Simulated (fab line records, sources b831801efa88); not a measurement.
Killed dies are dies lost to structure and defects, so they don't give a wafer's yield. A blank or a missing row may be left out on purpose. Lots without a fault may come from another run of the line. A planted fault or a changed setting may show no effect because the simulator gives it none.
A struck lot beside a sound one | flow sky130 | 36 steps out of a route of 708
Sound: wafers L653.1, L653.2, L653.3. Struck: wafers L654.1, L654.3, L654.5. The cause comes at the end.
At each step with rows: each side's tool, then ch and its chambers, then its first start. Under that, the readings that differ: sound wafers | struck wafers | difference of the means | sigmas: that difference in standard deviations of wafers without a fault.
alike: readings whose means differ by less than 2 such deviations, and words and numbers that are the same on both sides. not compared: withheld readings, readings that some wafer has no value for, bounds like >300 that may hide the same value, and numbers for which the record gives no deviation and whose values overlap.
The two part at a step that has a row with sigmas, a row that says differs or no value, or rows on one side only. Numbers that don't overlap but have no deviation are shown without sigmas and don't part them. A reading that every wafer of one side lacks parts them only if that side has two wafers or more.

first, 10 steps without rows for these wafers: SKY_GATE_OXIDE_COAT_05 (resist thk 1140 nm); SKY_GATE_OXIDE_SOFTBAKE_06 (time 60 s); SKY_GATE_OXIDE_EXPOSE_07 (exposes mask LVOM, target cd 600 nm); SKY_GATE_OXIDE_PEB_08; SKY_GATE_OXIDE_DEVELOP_09 (develop time 60 s); SKY_GATE_OXIDE_IMPLANT_11; SKY_GATE_OXIDE_WET_ETCH_12 (etches SiO2 in dHF, target depth 16.8 nm, time 336 s); SKY_GATE_OXIDE_STRIP_13 (strips in O2/N2); SKY_GATE_OXIDE_CLEAN_15 (cleans in SC1/SC2, time 150 s); SKY_GATE_OXIDE_OXIDATION_16 (stabilise 600 s, purge 300 s, target thk 3.57 nm).
SKY_POLY_GATE_CVD_00: deposits poly-Si, target thk 180 nm, time 720 s.
  sound on lpcvd-01 ch 1, day 18 09:31; struck on lpcvd-01 ch 1, day 18 15:09
  reading                                       | sound             | struck           | difference | sigmas
  pressure_mtorr (mTorr)                        | 200.6 200.1 200.2 | 100.2 100.2 99.9 | -100.2     | -99 or more
  model.poly-Si_of_POLY_GATE_CVD_00.thk_nm (nm) | 178.3 178.7 180.2 | 127 127 127.2    | -52        |
  alike: zone_power_centre_pct, zone_power_lower_pct
SKY_POLY_GATE_THK_MEAS_01:
  sound on film_metro-02, day 18 10:43; struck on film_metro-01, day 18 16:21
  reading                   | sound             | struck            | difference | sigmas
  POLY_GATE_CVD_00_THK (nm) | 178.3 178.7 180.2 | 127.1 126.9 127.1 | -52.0      | -31
then, 9 steps without rows for these wafers: SKY_RES_PROTECT_DEHYDRATE_00 (time 60 s); SKY_RES_PROTECT_HMDS_01 (prime time 60 s); SKY_RES_PROTECT_COAT_02 (resist thk 1140 nm); SKY_RES_PROTECT_SOFTBAKE_03 (time 60 s); SKY_RES_PROTECT_EXPOSE_04 (exposes mask RPM, target cd 1270 nm); SKY_RES_PROTECT_PEB_05; SKY_RES_PROTECT_DEVELOP_06 (develop time 60 s); SKY_POLY_GATE_IMPLANT_02; SKY_RES_PROTECT_STRIP_07 (strips in O2/N2).
SKY_RES_PROTECT_CLEAN_09: cleans in SC1/SC2, time 150 s.
  sound on wet_bench-03 ch 1, day 19 16:46; struck on wet_bench-03 ch 1, day 20 00:06
  reading                                       | sound           | struck            | difference | sigmas
  model.poly-Si_of_POLY_GATE_CVD_00.thk_nm (nm) | 177.7 178 179.5 | 126.4 126.3 126.6 | -52.0      |
then, 11 steps without rows for these wafers: SKY_POLY_GATE_CVD_03 (deposits Si3N4 from DCS/NH3, target thk 75 nm, time 1290 s); SKY_POLY_GATE_DEHYDRATE_05 (time 60 s); SKY_POLY_GATE_HMDS_06 (prime time 60 s); SKY_POLY_GATE_COAT_07 (resist thk 110 nm); SKY_POLY_GATE_COAT_08 (resist thk 450 nm); SKY_POLY_GATE_SOFTBAKE_09 (time 90 s); SKY_POLY_GATE_EXPOSE_10 (exposes mask P1M, target cd 150 nm); SKY_POLY_GATE_PEB_11; SKY_POLY_GATE_DEVELOP_12 (develop time 60 s); SKY_POLY_GATE_ETCH_15 (etches BARC in N2/H2, stops on SiO2, time 118.5 s, target depth 110 nm); SKY_POLY_GATE_ETCH_16 (etches Si3N4 in CH3F/O2, stops on poly-Si, time 147.5 s, target depth 75 nm).
SKY_POLY_GATE_ETCH_17: etches poly-Si in HBr/Cl2, stops on SiO2, target depth 180 nm, time 70.5 s.
  sound on rie_si-01 ch 1,2,3, day 21 00:52; struck on rie_si-01 ch 1,3, day 21 08:35
  reading                               | sound             | struck            | difference | sigmas
  oes_product_au (a.u.)                 | 0.987 0.977 0.989 | 0.778 0.783 0.782 | -0.203     | -24
  model.etch.depth_nm (nm)              | 177.7 178 179.5   | 126.4 126.3 126.6 | -52.0      |
  model.POLY_GATE.feature_depth_nm (nm) | 177.7 178 179.5   | 126.4 126.3 126.6 | -52.0      |
  alike: drypump_motor_current_A, throttle_valve_pct
  not compared: rf_hours_counter_h
then, 1 step without rows for these wafers: SKY_POLY_GATE_STRIP_18 (strips in O2/N2).
-- the record jumps here: 28 days lie between the struck wafers' starts before and after (it left off in module POLY_GATE and takes up again in module PAD_OPEN, whose first step shown is number 708 of the route) --
SKY_PAD_OPEN_PROBE_99:
  sound on prober-01, day 48 22:40; struck on prober-02, day 49 01:38
  reading                              | sound             | struck            | difference | sigmas
  killed_at_M0_to_M3                   | 33 38 35          | 57 61 56          | +23        | +3
  killed_at_contacts                   | 27 37 22          | 14 17 21          | -11        | -2
  model.etest.res_xhigh_po.line_ohm_um | 6085 5979 5692    | 5355 5137 5124    | -713       |
  model.etest.res_high_po.line_ohm_um  | 774.1 786 733.2   | 957 955.4 944.4   | +188       |
  model.etest.res_poly.line_ohm_um     | 523.5 531.2 490.7 | 680.7 687.9 679.5 | +167.6     |
  model.etest.res_xhigh_po.rs_ohm_sq   | 2109 2108 2046    | 1870 1816 1818    | -253       |
  model.etest.tip_sonos.rs_ohm_sq      | 2723 2792 2807    | 2541 2484 2575    | -241       |
  model.etest.res_high_po.rs_ohm_sq    | 270.5 271.5 262.2 | 333.9 328.7 333.9 | +64.1      |
  model.etest.licon_high_po.rc_ohm     | 344.8 358.7 324.6 | 300.2 302.2 318.1 | -35.9      |
  model.etest.res_poly.rs_ohm_sq       | 49.59 49.55 48.14 | 65.12 64.44 64.52 | +15.60     |
  alike: killed_at_M4_up, killed_at_front_end, killed_dies, killed_open, killed_short

WHERE THEY PART
First at SKY_POLY_GATE_CVD_00; last, within this record, at SKY_PAD_OPEN_PROBE_99.

WHY: what the simulator had put in
Process parameter drift: lpcvd-01, from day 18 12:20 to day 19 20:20, at SKY_POLY_GATE_CVD_00. Setting pressure_mtorr, moved by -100, from 200.
